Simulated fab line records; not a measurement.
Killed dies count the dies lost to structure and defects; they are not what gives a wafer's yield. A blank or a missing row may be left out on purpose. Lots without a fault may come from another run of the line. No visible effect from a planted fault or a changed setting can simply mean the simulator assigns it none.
fab line records / flow sfqLine
record lots=7 wafers=21 lastDay=75
route steps=325 shown I7@303 M8@311
lots that met no fault: taken from a fault-free run of the same line
startH: hours from the record's opening day to when the first of the lot's shown wafers began / waitH: time in hours since the lot's previous step / " unchanged from the row above / L1.1+2: several wafers, shown together as one row / - no value, or no start was given / * or withheld: withheld / < > ~ a bound
route shown NAME@n: a module of which the file shows steps, and the number in the route of the first / usual: mean/standard deviation of fault-free wafers / same: alike in all rows / chamber/n: place in a boat / sites: the reading at each site / _std_site: the standard deviation of these / _edge_site: inner sites' mean taken away from outer sites' mean / radiusMm: how far each site lies from the wafer's centre / mask NAME#n: copy n / behind: the most recent tool/chamber to have shaped the wafer / hold: why the lot was held/for how many hours/how that ended / device: which transistor (n, p or np) failed to switch / end of line: at the end of the route, the tests of the same wafers / step lacking rows: just its recipe / killed: the dies lost at the first sort to structure and to defects; this is not the yield of the wafer / map: shows each die of a wafer: x if killed, . if not, _ if none is there
set.NAME: setting as actually run; set.NAME@STEP: the setting as run at that earlier step / model.NAME: the simulator's own value behind a step, which no gauge read
lots at selected steps of the route; one table per step, one row per wafer
services: when a tool's chamber went out of use (startH, in hours from the record's first day, below 0 if earlier), for how many hours, and the reason
## steps
# step SFQ_TRILAYER_I7_VIA_LITHO_EXPOSE_188
# recipe maskId=I7 na=0.6 sourceShape=conventional sigmaOuter=0.65 targetCdNm=1000 doseMj=21.3
# step SFQ_TRILAYER_I7_VIA_LITHO_PEB_190
# recipe pebTempC=115 pebTimeS=60 resist=KrF
# step SFQ_TRILAYER_I7_VIA_LITHO_DEVELOP_189
# recipe timeS=60 resist=KrF
# step SFQ_I7_OVL_MEAS_947
# usual I7_OVL=2/4.7
lot.wafer=L851.1 tool=overlay-01 chamber=- startH=1669.46 waitH=0.1 I7_OVL[nm]=1
lot.wafer=L851.4 tool=overlay-01 chamber=- startH=1669.46 waitH=0.1 I7_OVL[nm]=-2
lot.wafer=L851.6 tool=overlay-01 chamber=- startH=1669.46 waitH=0.1 I7_OVL[nm]=3
lot.wafer=L858.1 tool=overlay-01 chamber=- startH=1680.26 waitH=0.1 I7_OVL[nm]=8
lot.wafer=L858.3 tool=overlay-01 chamber=- startH=1680.26 waitH=0.1 I7_OVL[nm]=6
lot.wafer=L858.5 tool=overlay-01 chamber=- startH=1680.26 waitH=0.1 I7_OVL[nm]=0
lot.wafer=L859.1 tool=overlay-01 chamber=- startH=1682.66 waitH=0.1 I7_OVL[nm]=7
lot.wafer=L859.3 tool=overlay-01 chamber=- startH=1682.66 waitH=0.1 I7_OVL[nm]=3
lot.wafer=L859.6 tool=overlay-01 chamber=- startH=1682.66 waitH=0.1 I7_OVL[nm]=1
lot.wafer=L860.2 tool=overlay-01 chamber=- startH=1683.87 waitH=0.1 I7_OVL[nm]=-1
lot.wafer=L860.3 tool=overlay-01 chamber=- startH=1683.87 waitH=0.1 I7_OVL[nm]=0
lot.wafer=L860.5 tool=overlay-01 chamber=- startH=1683.87 waitH=0.1 I7_OVL[nm]=-3
lot.wafer=L861.1 tool=overlay-01 chamber=- startH=1685.06 waitH=0.1 I7_OVL[nm]=8
lot.wafer=L861.3 tool=overlay-01 chamber=- startH=1685.06 waitH=0.1 I7_OVL[nm]=4
lot.wafer=L861.4 tool=overlay-01 chamber=- startH=1685.06 waitH=0.1 I7_OVL[nm]=9
lot.wafer=L864.1 tool=overlay-02 chamber=- startH=1702.04 waitH=0.1 I7_OVL[nm]=0
lot.wafer=L864.5 tool=overlay-02 chamber=- startH=1702.04 waitH=0.1 I7_OVL[nm]=1
lot.wafer=L864.6 tool=overlay-02 chamber=- startH=1702.04 waitH=0.1 I7_OVL[nm]=-2
lot.wafer=L868.4 tool=overlay-02 chamber=- startH=1759.62 waitH=0.1 I7_OVL[nm]=4
lot.wafer=L868.5 tool=overlay-02 chamber=- startH=1759.62 waitH=0.1 I7_OVL[nm]=-2
lot.wafer=L868.6 tool=overlay-02 chamber=- startH=1759.62 waitH=0.1 I7_OVL[nm]=0
# step SFQ_TRILAYER_I7_VIA_BARC_OPEN_VIA_ETCH_260
# recipe maskMaterial=PR chemistry=O2 targetDepthNm=125 target=BARC sourceW=500 biasW=80 pressureMtorr=30 timeS=41.7
# usual drypumpMotorCurrentA=5.5/0.37 oesProductAu=0.685/0.0048
lot.wafer=L851.1 tool=rieDiel-04 chamber=0 startH=1669.50 waitH=0.0 drypumpMotorCurrentA=5.0 oesProductAu=0.693 rfHoursCounterH=2
lot.wafer=L851.4 tool=rieDiel-04 chamber=2 startH=1669.50 waitH=0.0 drypumpMotorCurrentA=5.3 oesProductAu=0.688 rfHoursCounterH=12
lot.wafer=L851.6 tool=rieDiel-04 chamber=2 startH=1669.50 waitH=0.0 drypumpMotorCurrentA=5.3 oesProductAu=0.687 rfHoursCounterH=-
lot.wafer=L858.1 tool=rieDiel-02 chamber=0 startH=1680.30 waitH=0.0 drypumpMotorCurrentA=5.7 oesProductAu=0.680 rfHoursCounterH=17
lot.wafer=L858.3 tool=rieDiel-02 chamber=2 startH=1680.30 waitH=0.0 drypumpMotorCurrentA=6.0 oesProductAu=0.683 rfHoursCounterH=22
lot.wafer=L858.5 tool=rieDiel-02 chamber=1 startH=1680.30 waitH=0.0 drypumpMotorCurrentA=5.2 oesProductAu=0.694 rfHoursCounterH=-
lot.wafer=L859.1 tool=rieDiel-01 chamber=1 startH=1682.70 waitH=0.0 drypumpMotorCurrentA=5.2 oesProductAu=0.682 rfHoursCounterH=15
lot.wafer=L859.3 tool=rieDiel-01 chamber=3 startH=1682.70 waitH=0.0 drypumpMotorCurrentA=5.4 oesProductAu=0.689 rfHoursCounterH=1
lot.wafer=L859.6 tool=rieDiel-01 chamber=1 startH=1682.70 waitH=0.0 drypumpMotorCurrentA=5.2 oesProductAu=0.685 rfHoursCounterH=-
lot.wafer=L860.2 tool=rieDiel-04 chamber=3 startH=1683.90 waitH=0.0 drypumpMotorCurrentA=4.9 oesProductAu=0.694 rfHoursCounterH=18
lot.wafer=L860.3 tool=rieDiel-04 chamber=1 startH=1683.90 waitH=0.0 drypumpMotorCurrentA=5.7 oesProductAu=0.680 rfHoursCounterH=19
lot.wafer=L860.5 tool=rieDiel-04 chamber=3 startH=1683.90 waitH=0.0 drypumpMotorCurrentA=4.9 oesProductAu=0.686 rfHoursCounterH=-
lot.wafer=L861.1 tool=rieDiel-02 chamber=3 startH=1685.10 waitH=0.0 drypumpMotorCurrentA=6.0 oesProductAu=0.686 rfHoursCounterH=3
lot.wafer=L861.3 tool=rieDiel-02 chamber=0 startH=1685.10 waitH=0.0 drypumpMotorCurrentA=5.7 oesProductAu=0.687 rfHoursCounterH=17
lot.wafer=L861.4 tool=rieDiel-02 chamber=1 startH=1685.10 waitH=0.0 drypumpMotorCurrentA=5.2 oesProductAu=0.677 rfHoursCounterH=-
lot.wafer=L864.1 tool=rieDiel-02 chamber=3 startH=1702.08 waitH=0.0 drypumpMotorCurrentA=6.0 oesProductAu=0.687 rfHoursCounterH=3
lot.wafer=L864.5 tool=rieDiel-02 chamber=3 startH=1702.08 waitH=0.0 drypumpMotorCurrentA=6.0 oesProductAu=0.687 rfHoursCounterH=-
lot.wafer=L864.6 tool=rieDiel-02 chamber=1 startH=1702.08 waitH=0.0 drypumpMotorCurrentA=5.2 oesProductAu=0.689 rfHoursCounterH=-
lot.wafer=L868.4 tool=rieDiel-04 chamber=1 startH=1759.63 waitH=0.0 drypumpMotorCurrentA=5.8 oesProductAu=0.694 rfHoursCounterH=19
lot.wafer=L868.5 tool=rieDiel-04 chamber=1 startH=1759.63 waitH=0.0 drypumpMotorCurrentA=5.8 oesProductAu=0.682 rfHoursCounterH=-
lot.wafer=L868.6 tool=rieDiel-04 chamber=0 startH=1759.63 waitH=0.0 drypumpMotorCurrentA=5.0 oesProductAu=0.680 rfHoursCounterH=-
# step SFQ_TRILAYER_I7_VIA_ETCH_VIA_ETCH_190
# recipe target=SiO2 stopOn=Nb maskMaterial=PR taperDeg=20 chemistry=CHF3 targetDepthNm=260 sourceW=500 biasW=80 pressureMtorr=30 timeS=withheld
# usual drypumpMotorCurrentA=5.5/0.37 oesProductAu=0.856/0.0057
lot.wafer=L851.1 tool=rieDiel-04 chamber=0 startH=1669.54 waitH=0.0 drypumpMotorCurrentA=5.0 oesProductAu=0.870
lot.wafer=L851.4 tool=rieDiel-04 chamber=2 startH=1669.54 waitH=0.0 drypumpMotorCurrentA=5.4 oesProductAu=0.859
lot.wafer=L851.6 tool=rieDiel-04 chamber=2 startH=1669.54 waitH=0.0 drypumpMotorCurrentA=5.3 oesProductAu=0.865
lot.wafer=L858.1 tool=rieDiel-02 chamber=0 startH=1680.34 waitH=0.0 drypumpMotorCurrentA=5.7 oesProductAu=0.848
lot.wafer=L858.3 tool=rieDiel-02 chamber=2 startH=1680.34 waitH=0.0 drypumpMotorCurrentA=6.0 oesProductAu=0.854
lot.wafer=L858.5 tool=rieDiel-02 chamber=1 startH=1680.34 waitH=0.0 drypumpMotorCurrentA=5.2 oesProductAu=0.840
lot.wafer=L859.1 tool=rieDiel-01 chamber=1 startH=1682.74 waitH=0.0 drypumpMotorCurrentA=5.2 oesProductAu=0.857
lot.wafer=L859.3 tool=rieDiel-01 chamber=3 startH=1682.74 waitH=0.0 drypumpMotorCurrentA=5.4 oesProductAu=0.858
lot.wafer=L859.6 tool=rieDiel-01 chamber=1 startH=1682.74 waitH=0.0 drypumpMotorCurrentA=5.1 oesProductAu=0.855
lot.wafer=L860.2 tool=rieDiel-04 chamber=3 startH=1683.94 waitH=0.0 drypumpMotorCurrentA=4.9 oesProductAu=0.861
lot.wafer=L860.3 tool=rieDiel-04 chamber=1 startH=1683.94 waitH=0.0 drypumpMotorCurrentA=5.8 oesProductAu=0.850
lot.wafer=L860.5 tool=rieDiel-04 chamber=3 startH=1683.94 waitH=0.0 drypumpMotorCurrentA=4.9 oesProductAu=0.854
lot.wafer=L861.1 tool=rieDiel-02 chamber=3 startH=1685.14 waitH=0.0 drypumpMotorCurrentA=6.0 oesProductAu=0.852
lot.wafer=L861.3 tool=rieDiel-02 chamber=0 startH=1685.14 waitH=0.0 drypumpMotorCurrentA=5.7 oesProductAu=0.846
lot.wafer=L861.4 tool=rieDiel-02 chamber=1 startH=1685.14 waitH=0.0 drypumpMotorCurrentA=5.2 oesProductAu=0.868
lot.wafer=L864.1 tool=rieDiel-02 chamber=3 startH=1702.12 waitH=0.0 drypumpMotorCurrentA=6.0 oesProductAu=0.859
lot.wafer=L864.5 tool=rieDiel-02 chamber=3 startH=1702.12 waitH=0.0 drypumpMotorCurrentA=6.0 oesProductAu=0.853
lot.wafer=L864.6 tool=rieDiel-02 chamber=1 startH=1702.12 waitH=0.0 drypumpMotorCurrentA=5.2 oesProductAu=0.859
lot.wafer=L868.4 tool=rieDiel-04 chamber=1 startH=1759.67 waitH=0.0 drypumpMotorCurrentA=5.8 oesProductAu=0.863
lot.wafer=L868.5 tool=rieDiel-04 chamber=1 startH=1759.67 waitH=0.0 drypumpMotorCurrentA=5.8 oesProductAu=0.857
lot.wafer=L868.6 tool=rieDiel-04 chamber=0 startH=1759.67 waitH=0.0 drypumpMotorCurrentA=5.0 oesProductAu=0.858
# step SFQ_TRILAYER_I7_VIA_STRIP_STRIP_191
# recipe gas=O2 powerW=200 platenTempC=40 overashFraction=0.65 chemistry=O2 pressureMtorr=50
# usual drypumpMotorCurrentA=5.91/0.26 oesProductAu=0.999/0.0095
lot.wafer=L851.1 tool=rieMetal-03 chamber=1 startH=1669.65 waitH=- drypumpMotorCurrentA=5.96 oesProductAu=0.995 rfHoursCounterH=24
lot.wafer=L851.4 tool=rieMetal-03 chamber=0 startH=1669.65 waitH=- drypumpMotorCurrentA=5.81 oesProductAu=0.993 rfHoursCounterH=-
lot.wafer=L851.6 tool=rieMetal-03 chamber=1 startH=1669.65 waitH=- drypumpMotorCurrentA=5.94 oesProductAu=0.995 rfHoursCounterH=-
lot.wafer=L858.1 tool=rieMetal-03 chamber=0 startH=1680.45 waitH=- drypumpMotorCurrentA=5.89 oesProductAu=1.007 rfHoursCounterH=137
lot.wafer=L858.3 tool=rieMetal-03 chamber=1 startH=1680.45 waitH=- drypumpMotorCurrentA=5.95 oesProductAu=0.995 rfHoursCounterH=-
lot.wafer=L858.5 tool=rieMetal-03 chamber=0 startH=1680.45 waitH=- drypumpMotorCurrentA=5.86 oesProductAu=1.009 rfHoursCounterH=-
lot.wafer=L859.1 tool=rieMetal-04 chamber=1 startH=1682.85 waitH=- drypumpMotorCurrentA=5.41 oesProductAu=0.992 rfHoursCounterH=16
lot.wafer=L859.3 tool=rieMetal-04 chamber=1 startH=1682.85 waitH=- drypumpMotorCurrentA=5.40 oesProductAu=0.996 rfHoursCounterH=-
lot.wafer=L859.6 tool=rieMetal-04 chamber=0 startH=1682.85 waitH=- drypumpMotorCurrentA=6.38 oesProductAu=1.005 rfHoursCounterH=-
lot.wafer=L860.2 tool=rieMetal-02 chamber=1 startH=1684.05 waitH=- drypumpMotorCurrentA=6.23 oesProductAu=0.993 rfHoursCounterH=51
lot.wafer=L860.3 tool=rieMetal-02 chamber=0 startH=1684.05 waitH=- drypumpMotorCurrentA=5.61 oesProductAu=0.989 rfHoursCounterH=-
lot.wafer=L860.5 tool=rieMetal-02 chamber=1 startH=1684.05 waitH=- drypumpMotorCurrentA=6.22 oesProductAu=0.988 rfHoursCounterH=-
lot.wafer=L861.1 tool=rieMetal-02 chamber=0 startH=1685.25 waitH=- drypumpMotorCurrentA=5.64 oesProductAu=0.980 rfHoursCounterH=79
lot.wafer=L861.3 tool=rieMetal-02 chamber=1 startH=1685.25 waitH=- drypumpMotorCurrentA=6.20 oesProductAu=0.991 rfHoursCounterH=-
lot.wafer=L861.4 tool=rieMetal-02 chamber=0 startH=1685.25 waitH=- drypumpMotorCurrentA=5.61 oesProductAu=0.989 rfHoursCounterH=-
lot.wafer=L864.1 tool=rieMetal-02 chamber=1 startH=1702.23 waitH=- drypumpMotorCurrentA=6.16 oesProductAu=0.989 rfHoursCounterH=55
lot.wafer=L864.5 tool=rieMetal-02 chamber=0 startH=1702.23 waitH=- drypumpMotorCurrentA=5.63 oesProductAu=0.995 rfHoursCounterH=-
lot.wafer=L864.6 tool=rieMetal-02 chamber=1 startH=1702.23 waitH=- drypumpMotorCurrentA=6.20 oesProductAu=0.987 rfHoursCounterH=-
lot.wafer=L868.4 tool=rieMetal-03 chamber=0 startH=1759.99 waitH=- drypumpMotorCurrentA=5.85 oesProductAu=1.012 rfHoursCounterH=-
lot.wafer=L868.5 tool=rieMetal-03 chamber=1 startH=1759.99 waitH=- drypumpMotorCurrentA=5.96 oesProductAu=1.013 rfHoursCounterH=-
lot.wafer=L868.6 tool=rieMetal-03 chamber=0 startH=1759.99 waitH=- drypumpMotorCurrentA=5.88 oesProductAu=1.012 rfHoursCounterH=-
# step SFQ_TRILAYER_I7_VIA_STRIP_SOLV_CLEAN_192
# recipe chemistry=NMP tempC=70 timeS=600
# step SFQ_TRILAYER_M8_LITHO_LOR_COAT_197
# recipe resist=lift-off spinRpm=3000
# step SFQ_TRILAYER_M8_LITHO_LOR_BAKE_198
# recipe resist=lift-off tempC=withheld timeS=withheld
# step SFQ_TRILAYER_M8_LITHO_COAT_193
# recipe resist=KrF spinRpm=3000 resistThkNm=600
# step SFQ_TRILAYER_M8_LITHO_SOFTBAKE_199
# recipe tempC=withheld timeS=withheld resist=KrF
# step SFQ_TRILAYER_M8_LITHO_EXPOSE_194
# recipe maskId=M8 na=0.6 sourceShape=conventional sigmaOuter=0.65 targetCdNm=2000 doseMj=14.4
# usual exposureDoseMJCm2=14.402/0.016 focusOffsetNm=0.0/0.47 sigmaOuter=0.65/0
lot.wafer=L851.1 tool=krfScanner-01 chamber=0 startH=1725.61 waitH=- mask=M8#0 exposureDoseMJCm2=14.398 focusOffsetNm=0.5 sigmaOuter=0.65
lot.wafer=L851.4 tool=krfScanner-01 chamber=0 startH=1725.61 waitH=- mask=M8#0 exposureDoseMJCm2=14.400 focusOffsetNm=0.1 sigmaOuter=0.65
lot.wafer=L851.6 tool=krfScanner-01 chamber=0 startH=1725.61 waitH=- mask=M8#0 exposureDoseMJCm2=14.404 focusOffsetNm=0.2 sigmaOuter=0.65
lot.wafer=L858.1 tool=krfScanner-01 chamber=0 startH=1736.41 waitH=- mask=M8#0 exposureDoseMJCm2=14.405 focusOffsetNm=-1.1 sigmaOuter=0.65
lot.wafer=L858.3 tool=krfScanner-01 chamber=0 startH=1736.41 waitH=- mask=M8#0 exposureDoseMJCm2=14.378 focusOffsetNm=0.1 sigmaOuter=0.65
lot.wafer=L858.5 tool=krfScanner-01 chamber=0 startH=1736.41 waitH=- mask=M8#0 exposureDoseMJCm2=14.399 focusOffsetNm=-0.1 sigmaOuter=0.65
lot.wafer=L859.1 tool=krfScanner-01 chamber=- startH=1738.81 waitH=- mask=M8#0 exposureDoseMJCm2=- focusOffsetNm=- sigmaOuter=-
lot.wafer=L859.3 tool=krfScanner-01 chamber=- startH=1738.81 waitH=- mask=M8#0 exposureDoseMJCm2=- focusOffsetNm=- sigmaOuter=-
lot.wafer=L859.6 tool=krfScanner-01 chamber=- startH=1738.81 waitH=- mask=M8#0 exposureDoseMJCm2=- focusOffsetNm=- sigmaOuter=-
lot.wafer=L860.2 tool=krfScanner-01 chamber=- startH=1744.80 waitH=- mask=M8#0 exposureDoseMJCm2=- focusOffsetNm=- sigmaOuter=-
lot.wafer=L860.3 tool=krfScanner-01 chamber=- startH=1744.80 waitH=- mask=M8#0 exposureDoseMJCm2=- focusOffsetNm=- sigmaOuter=-
lot.wafer=L860.5 tool=krfScanner-01 chamber=- startH=1744.80 waitH=- mask=M8#0 exposureDoseMJCm2=- focusOffsetNm=- sigmaOuter=-
lot.wafer=L861.1 tool=krfScanner-01 chamber=- startH=1745.80 waitH=- mask=M8#0 exposureDoseMJCm2=- focusOffsetNm=- sigmaOuter=-
lot.wafer=L861.3 tool=krfScanner-01 chamber=- startH=1745.80 waitH=- mask=M8#0 exposureDoseMJCm2=- focusOffsetNm=- sigmaOuter=-
lot.wafer=L861.4 tool=krfScanner-01 chamber=- startH=1745.80 waitH=- mask=M8#0 exposureDoseMJCm2=- focusOffsetNm=- sigmaOuter=-
lot.wafer=L864.1 tool=krfScanner-01 chamber=0 startH=1760.20 waitH=- mask=M8#0 exposureDoseMJCm2=14.425 focusOffsetNm=-0.1 sigmaOuter=0.65
lot.wafer=L864.5 tool=krfScanner-01 chamber=0 startH=1760.20 waitH=- mask=M8#0 exposureDoseMJCm2=14.423 focusOffsetNm=-1.1 sigmaOuter=0.65
lot.wafer=L864.6 tool=krfScanner-01 chamber=0 startH=1760.20 waitH=- mask=M8#0 exposureDoseMJCm2=14.408 focusOffsetNm=-0.1 sigmaOuter=0.65
lot.wafer=L868.4 tool=krfScanner-02 chamber=0 startH=1807.43 waitH=- mask=M8#0 exposureDoseMJCm2=14.382 focusOffsetNm=-0.1 sigmaOuter=0.65
lot.wafer=L868.5 tool=krfScanner-02 chamber=0 startH=1807.43 waitH=- mask=M8#0 exposureDoseMJCm2=14.377 focusOffsetNm=0.1 sigmaOuter=0.65
lot.wafer=L868.6 tool=krfScanner-02 chamber=0 startH=1807.43 waitH=- mask=M8#0 exposureDoseMJCm2=14.374 focusOffsetNm=-0.4 sigmaOuter=0.65
# step SFQ_TRILAYER_M8_LITHO_PEB_196
# recipe pebTempC=115 pebTimeS=60 resist=KrF
## services
tool=rieDiel-04 chamber=3 startH=1657.84 hours=1.7 kind=repair
tool=krfScanner-02 chamber=- startH=1662.09 hours=0.3 kind=repair
tool=krfScanner-01 chamber=- startH=1664.26 hours=1.3 kind=pm
tool=rieDiel-02 chamber=2 startH=1680.93 hours=- kind=clean
tool=rieDiel-02 chamber=2 startH=1680.93 hours=23.0 kind=scheduledDown
tool=rieDiel-02 chamber=2 startH=1680.93 hours=23.0 kind=ventCycle
tool=rieDiel-02 chamber=3 startH=1688.78 hours=3.5 kind=repair
tool=krfScanner-01 chamber=- startH=1695.62 hours=6.8 kind=repair
tool=krfScanner-01 chamber=- startH=1702.42 hours=1.0 kind=pm
tool=rieDiel-01 chamber=3 startH=1704.79 hours=15.6 kind=repair
tool=rieDiel-01 chamber=- startH=1704.91 hours=2.8 kind=pm
tool=krfScanner-02 chamber=- startH=1710.33 hours=0.3 kind=repair
tool=krfScanner-01 chamber=- startH=1712.86 hours=0.8 kind=pm
tool=rieMetal-03 chamber=0 startH=1715.01 hours=- kind=clean
tool=rieMetal-03 chamber=0 startH=1715.01 hours=- kind=consumableReplace:focusRing
tool=rieMetal-03 chamber=0 startH=1715.01 hours=16.4 kind=scheduledDown
tool=rieMetal-03 chamber=0 startH=1715.01 hours=16.4 kind=ventCycle
tool=krfScanner-02 chamber=- startH=1744.94 hours=1.0 kind=pm
tool=rieDiel-01 chamber=2 startH=1754.43 hours=8.9 kind=repair
tool=krfScanner-02 chamber=- startH=1761.54 hours=0.8 kind=pm
## key
firstSign step=SFQ_TRILAYER_M8_LITHO_EXPOSE_194 reading=toolRecord direction=missing
effect none on later readings
metAt SFQ_TRILAYER_M8_LITHO_EXPOSE_194
struckWafers L859.1,L859.3,L859.6,L860.2,L860.3,L860.5,L861.1,L861.3,L861.4
onsetBetween 1736.41 1738.81
fault kind=skippedStepWhole tool=krfScanner-01 chamber=- onsetH=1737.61 steps=SFQ_TRILAYER_M8_LITHO_EXPOSE_194 scope=struckLotsOnly
